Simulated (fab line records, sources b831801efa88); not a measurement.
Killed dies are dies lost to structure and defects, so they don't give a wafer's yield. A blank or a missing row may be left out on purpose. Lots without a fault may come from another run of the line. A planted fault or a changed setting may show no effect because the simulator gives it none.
Which tool did it? | flow gf180mcu | 13 lots, 39 wafers sampled, at 3 steps of a route of 602

WHAT THE GAUGES READ, wafer by wafer
GF_SAB_CD_MEAS_09: target cd 420 nm. Usual: cd_nm 420.0 nm, standard deviation 2.3.
lot  | measured     | on        | cd_nm (nm)        | flag
L828 | day 15 15:51 | cd_sem-02 | 417.8 420.5 420.7 |
L829 | day 16 03:37 | cd_sem-01 | 418.4 415.9 418.4 |
L830 | day 16 06:38 | cd_sem-01 | 419.3 421.8 418.1 |
L831 | day 16 12:03 | cd_sem-02 | 419.2 420.9 417.5 |
L839 | day 19 07:35 | cd_sem-01 | 417.3 417.4 418.8 |
L840 | day 19 13:38 | cd_sem-01 | 300.0 389.1 395.5 | OFF
L841 | day 19 20:38 | cd_sem-02 | 380.3 275.7 321.2 | OFF
L845 | day 21 09:37 | cd_sem-01 | 421.4 420.9 421.3 |
L846 | day 21 11:09 | cd_sem-02 | 423.2 424.5 426.0 |
L847 | day 22 00:56 | cd_sem-02 | 421.4 419.7 423.0 |
L849 | day 22 16:42 | cd_sem-02 | 425.5 424.5 422.1 |
L850 | day 22 21:22 | cd_sem-01 | 421.5 421.9 421.0 |
L851 | day 23 05:38 | cd_sem-01 | 418.4 419.2 418.9 |

WHICH TOOL RAN EACH LOT (tool, then ch and the chambers of the sampled wafers, then the start)
lot  | GF_HV_LDD_STRIP_10                   | GF_SAB_EXPOSE_06
L828 | plasma_asher-03 ch 0,1, day 10 11:22 | iline_stepper-02 ch 0, day 15 05:13
L829 | plasma_asher-01 ch 0,1, day 10 21:00 | iline_stepper-02 ch 0, day 15 17:04
L830 | plasma_asher-01 ch 0,1, day 10 21:28 | iline_stepper-02 ch 0, day 15 19:45
L831 | plasma_asher-02 ch 0,1, day 11 04:12 | iline_stepper-02 ch 0, day 16 01:05
L839 | plasma_asher-03 ch 0,1, day 13 12:40 | iline_stepper-02 ch 0, day 18 19:50
L840 | plasma_asher-03 ch 0,1, day 13 17:59 | iline_stepper-01 ch 0, day 19 01:33
L841 | plasma_asher-03 ch 0,1, day 14 00:18 | iline_stepper-01 ch 0, day 19 08:44
L845 | plasma_asher-02 ch 0,1, day 15 08:36 | iline_stepper-02 ch 0, day 20 21:56
L846 | plasma_asher-02 ch 0,1, day 15 10:09 | iline_stepper-02 ch 0, day 20 23:51
L847 | plasma_asher-01 ch 0,1, day 15 21:21 | iline_stepper-02 ch 0, day 21 12:53
L849 | plasma_asher-03 ch 0,1, day 16 14:39 | iline_stepper-02 ch 0, day 22 05:43
L850 | plasma_asher-01 ch 0,1, day 16 17:12 | iline_stepper-02 ch 0, day 22 09:33
L851 | plasma_asher-03 ch 0,1, day 17 02:51 | iline_stepper-01 ch 0, day 22 18:16
- GF_HV_LDD_STRIP_10: strips in O2/N2.
- GF_SAB_EXPOSE_06: exposes mask SAB, target cd 420 nm.

WHAT THE TOOLS THEMSELVES READ (means of the sampled wafers that have a number; where no wafer has one, the mark that the record gives instead)
GF_HV_LDD_STRIP_10. Usual: drypump_motor_current_A 5.9 A, standard deviation 0.37; heater_power_w 325 W, standard deviation 13; oes_product_au 0.716 a.u., standard deviation 0.0042; strip_time_to_endpoint_s 12.62 s, standard deviation 0.037.
lot  | tool            | drypump_motor_current_A (A) | heater_power_w (W) | oes_product_au (a.u.) | strip_time_to_endpoint_s (s) | flag
L828 | plasma_asher-03 | 6.3                         | 335                | 0.717                 | 12.60                        |
L829 | plasma_asher-01 | 5.7                         | 326                | 0.716                 | 12.57                        |
L830 | plasma_asher-01 | 5.5                         | 314                | 0.711                 | 12.60                        |
L831 | plasma_asher-02 | 5.8                         | 342                | 0.714                 | 12.59                        |
L839 | plasma_asher-03 | 6.2                         | 327                | 0.718                 | 12.65                        |
L840 | plasma_asher-03 | 6.3                         | 329                | 0.715                 | 12.62                        |
L841 | plasma_asher-03 | 6.2                         | 329                | 0.712                 | 12.64                        |
L845 | plasma_asher-02 | 5.8                         | 335                | 0.713                 | 12.65                        |
L846 | plasma_asher-02 | 5.8                         | 338                | 0.721                 | 12.61                        |
L847 | plasma_asher-01 | 5.7                         | 319                | 0.719                 | 12.69                        |
L849 | plasma_asher-03 | 6.2                         | 328                | 0.714                 | 12.60                        |
L850 | plasma_asher-01 | 5.5                         | 313                | 0.717                 | 12.61                        |
L851 | plasma_asher-03 | 6.3                         | 327                | 0.717                 | 12.61                        |

THE ANSWER, worked out from the rows above alone
Rule: a lot is off if the mean of its wafers that have a number lies more than 3 standard deviations from the usual mean. A lot without any number at a reading at which 4 lots or more have one is off too. The other lots that the step has rows for count as sound. The gauges are gone through in route order, then the tools' own readings, and for those a lot's mean is taken as printed above. The first step at which some lot is off is used, and at that step the reading that is off furthest; a lot without a number counts as furthest.
Off: L840, L841, at GF_SAB_CD_MEAS_09 (cd_nm).
A tool fits if, at a process step before that reading, it ran every lot that is off, and no sound lot after the first of them. The gauges at GF_SAB_CD_MEAS_09 are tried like those tools. None of those tried fits.

WHAT THE SIMULATOR HAD PUT IN
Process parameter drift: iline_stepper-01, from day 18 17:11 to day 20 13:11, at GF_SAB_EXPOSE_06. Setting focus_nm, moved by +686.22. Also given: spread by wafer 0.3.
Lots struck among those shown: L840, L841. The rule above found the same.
